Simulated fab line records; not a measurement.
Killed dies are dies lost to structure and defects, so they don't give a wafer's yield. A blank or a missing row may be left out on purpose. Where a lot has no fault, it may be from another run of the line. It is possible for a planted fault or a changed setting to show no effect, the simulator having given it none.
Chamber matching / flow sky130 / 4 sister chambers for SKY_VIA3_ETCH_14 on rieDiel-01
The step etches BARC in N2/H2, stops on SiO2, time 45.9 s, target depth 60 nm. 8 wafers are shown with their chamber, then 7 later ones without.

== WAFERS WITH THEIR CHAMBER ==
wafer=L078.4; chamber=3; drypumpMotorCurrentA (A)=5.9; throttleValvePct (%)=13.226
wafer=L080.6; chamber=2; drypumpMotorCurrentA (A)=5.8; throttleValvePct (%)=13.215
wafer=L081.3; chamber=3; drypumpMotorCurrentA (A)=5.9; throttleValvePct (%)=13.217
wafer=L090.3; chamber=1; drypumpMotorCurrentA (A)=5.1; throttleValvePct (%)=13.247
wafer=L090.4; chamber=0; drypumpMotorCurrentA (A)=5.9; throttleValvePct (%)=13.223
wafer=L090.5; chamber=0; drypumpMotorCurrentA (A)=5.9; throttleValvePct (%)=13.225
wafer=L095.1; chamber=2; drypumpMotorCurrentA (A)=5.8; throttleValvePct (%)=13.213
wafer=L095.3; chamber=1; drypumpMotorCurrentA (A)=5.0; throttleValvePct (%)=13.225

== WAFERS WHOSE CHAMBER IS MISSING ==
wafer=L095.6; drypumpMotorCurrentA (A)=5.8; throttleValvePct (%)=13.224
wafer=L096.2; drypumpMotorCurrentA (A)=5.0; throttleValvePct (%)=13.214
wafer=L096.3; drypumpMotorCurrentA (A)=5.9; throttleValvePct (%)=13.225
wafer=L096.6; drypumpMotorCurrentA (A)=5.8; throttleValvePct (%)=13.231
wafer=L097.1; drypumpMotorCurrentA (A)=5.9; throttleValvePct (%)=13.234
wafer=L097.2; drypumpMotorCurrentA (A)=5.8; throttleValvePct (%)=13.223
wafer=L097.4; drypumpMotorCurrentA (A)=5.8; throttleValvePct (%)=13.237

== CHAMBER TAKEN BY EACH ==
wafer=L095.6; from the rows above=can't be placed: 2 or 0 or 3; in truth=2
wafer=L096.2; from the rows above=1; in truth=1
wafer=L096.3; from the rows above=can't be placed: 0 or 3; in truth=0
wafer=L096.6; from the rows above=can't be placed: 2 or 0 or 3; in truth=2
wafer=L097.1; from the rows above=can't be placed: 0 or 3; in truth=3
wafer=L097.2; from the rows above=can't be placed: 2 or 0 or 3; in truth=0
wafer=L097.4; from the rows above=can't be placed: 2 or 0 or 3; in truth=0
Placed correctly: 1 of 7. Cannot be placed on the basis of these rows: 6; the candidates contain the true chamber in 6. 0 placed wrongly.
How it was worked out, from the rows above alone: a wafer's distance from a chamber is the root of the sum, over the readings, of the square of ((its reading less the chamber's mean) divided by the reading's scatter). The wafer belongs to the nearest chamber; if the next one is less than 2 further off, it can't be placed. Each chamber's mean is taken over the wafers shown for it. The scatter is the square root of a quotient: the sum, over the shown wafers, of each reading's squared deviation from its chamber's mean, divided by wafers minus chambers.
